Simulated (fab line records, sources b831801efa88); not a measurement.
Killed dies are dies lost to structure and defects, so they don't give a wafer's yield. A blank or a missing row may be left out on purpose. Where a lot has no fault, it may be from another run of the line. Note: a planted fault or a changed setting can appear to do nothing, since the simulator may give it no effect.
A lot that was struck, set against a sound lot || flow sky130 || 16 out of 708 route steps
Sound: these wafers, L645.2, L645.3, L645.6. Wafers struck: L637.2, L637.3, L637.6. The cause is given at the end.
At each step with rows: each side's tool, then ch and its chambers, then its first start. Under that, the readings that differ: sound wafers || struck wafers || difference of the means || sigmas: that difference in standard deviations of wafers without a fault.
alike: readings whose means differ by less than 2 such deviations, and words and numbers that are the same on both sides. not compared: withheld readings, readings that some wafer has no value for, bounds like >300 that may hide the same value, and numbers for which the record gives no deviation and whose values overlap.
The two part at a step that has a row with sigmas, a row that says differs or no value, or rows on one side only. Numbers that don't overlap but have no deviation are shown without sigmas and don't part them. A reading that every wafer of one side lacks parts them only if that side has two wafers or more.

first, 3 steps without rows for these wafers: SKY_SONOS_TUNNEL_EXPOSE_04 (exposes mask TUNM, target cd 410 nm); SKY_SONOS_TUNNEL_PEB_05; SKY_SONOS_TUNNEL_DEVELOP_06 (develop time 60 s).
SKY_SONOS_TUNNEL_CD_MEAS_07 targets a cd of 410 nm.
  sound on cdSem-02, day 18 00:50; struck on cdSem-02, day 15 09:15
  alike: cdNm
SKY_SONOS_TUNNEL_OVL_MEAS_08:
  sound on overlay-01, day 18 00:56; struck on overlay-02, day 15 09:22
  alike: SONOS_TUNNEL_OVL
then, 3 steps without rows for these wafers: SKY_SONOS_TUNNEL_IMPLANT_09; SKY_SONOS_TUNNEL_WET_ETCH_10 (etches SiO2 in dHF, target depth 14 nm, time 280 s); SKY_SONOS_TUNNEL_STRIP_11 (strips in SPM, time 600 s).
SKY_SONOS_TUNNEL_TW_MEAS_12:
  sound on filmMetro-04, day 18 01:24; struck on filmMetro-01, day 15 09:49
{"reading": "SONOS_TUNNEL_TW", "sound": "196.1 195.4 195.9", "struck": "199.2 199.5 199.6", "difference": "+3.6", "sigmas": "+2"}
then, 2 steps without rows for these wafers: SKY_SONOS_TUNNEL_CLEAN_13 (cleans in dHF, time 20 s); SKY_SONOS_ONO_OXIDATION_00 (stabilise 600 s, purge 300 s, target thk 2.6 nm).
SKY_SONOS_ONO_THK_MEAS_01:
  sound on filmMetro-01, day 18 03:43; struck on filmMetro-01, day 15 14:53
  alike: SONOS_ONO_OXIDATION_THK
SKY_SONOS_ONO_CVD_02: deposits Si3N4 from DCS/NH3, target thk 10.5 nm, time 180 s.
  sound on lpcvd-02 ch 0, day 18 03:59; struck on lpcvd-02 ch 0, day 15 14:56
{"reading": "model.Si3N4_of_SONOS_ONO_CVD_02.thkNm (nm)", "sound": "10.42 10.38 10.45", "struck": "6.155 6.09 6.202", "difference": -4.268, "sigmas": ""}
  alike: spikeTcCentreC, zonePowerCentrePct, zonePowerUpperPct
SKY_SONOS_ONO_THK_MEAS_03:
  sound on filmMetro-01, day 18 05:34; struck on filmMetro-01, day 15 15:59
{"reading": "SONOS_ONO_CVD_02_THK (nm)", "sound": "10.41 10.36 10.44", "struck": "6.14 6.13 6.22", "difference": -4.24, "sigmas": -33}
then, 1 step without rows for these wafers: SKY_SONOS_ONO_CVD_04 (deposits SiO2 from SiH4/N2O, target thk 5.7199 nm).
-- record jumps: 33 days separate the struck wafers' starts on either side; left off in module SONOS_ONO, taken up again in module PAD_OPEN, whose first shown step is the route's number 708 --
SKY_PAD_OPEN_PROBE_99:
  sound on prober-02, day 50 16:43; struck on prober-01, day 48 23:53
{"reading": "model.etest.sonosUncharged.rOnOhmUm", "sound": "809.7 800.9 831.4", "struck": "763.2 750 749.9", "difference": -59.6, "sigmas": ""}
{"reading": "model.etest.capOno.gateLog10ACm2", "sound": "-7.816 -7.798 -7.873", "struck": "-5.617 -5.335 -5.574", "difference": "+2.320", "sigmas": ""}
{"reading": "model.etest.capOno.gateBvV (V)", "sound": "16.2 16.2 16.28", "struck": "14.1 14.13 14.71", "difference": -1.9, "sigmas": ""}
{"reading": "model.etest.capOno.toxAccNm (nm)", "sound": "12.72 12.85 12.8", "struck": "10.98 10.87 11.02", "difference": -1.83, "sigmas": ""}
{"reading": "model.etest.sonosBaked.vtLessV (V)", "sound": "-0.5563 -0.5849 -0.5479", "struck": "-0.8001 -0.7551 -0.7771", "difference": -0.2144, "sigmas": ""}
{"reading": "model.etest.sonosBaked.vtV (V)", "sound": "0.9994 0.9457 1.007", "struck": "0.7289 0.712 0.7504", "difference": -0.2536, "sigmas": ""}
{"reading": "model.etest.sonosProgrammed.vtV (V)", "sound": "1.556 1.531 1.555", "struck": "1.529 1.467 1.528", "difference": -0.039, "sigmas": ""}
  alike: killed_at_M0_to_M3, killed_at_M4_up, killedAtContacts, killedAtFrontEnd, killedAtOther, killedDies, killedOpen, killedShort
  not compared: model.etest.sonosErased.driveUaUm

## WHERE THEY PART
Earliest at SKY_SONOS_TUNNEL_TW_MEAS_12; latest, in this record, at SKY_SONOS_ONO_THK_MEAS_03. Later steps at which nothing parts them and some readings are alike: SKY_PAD_OPEN_PROBE_99.

WHY: what the simulator had put in
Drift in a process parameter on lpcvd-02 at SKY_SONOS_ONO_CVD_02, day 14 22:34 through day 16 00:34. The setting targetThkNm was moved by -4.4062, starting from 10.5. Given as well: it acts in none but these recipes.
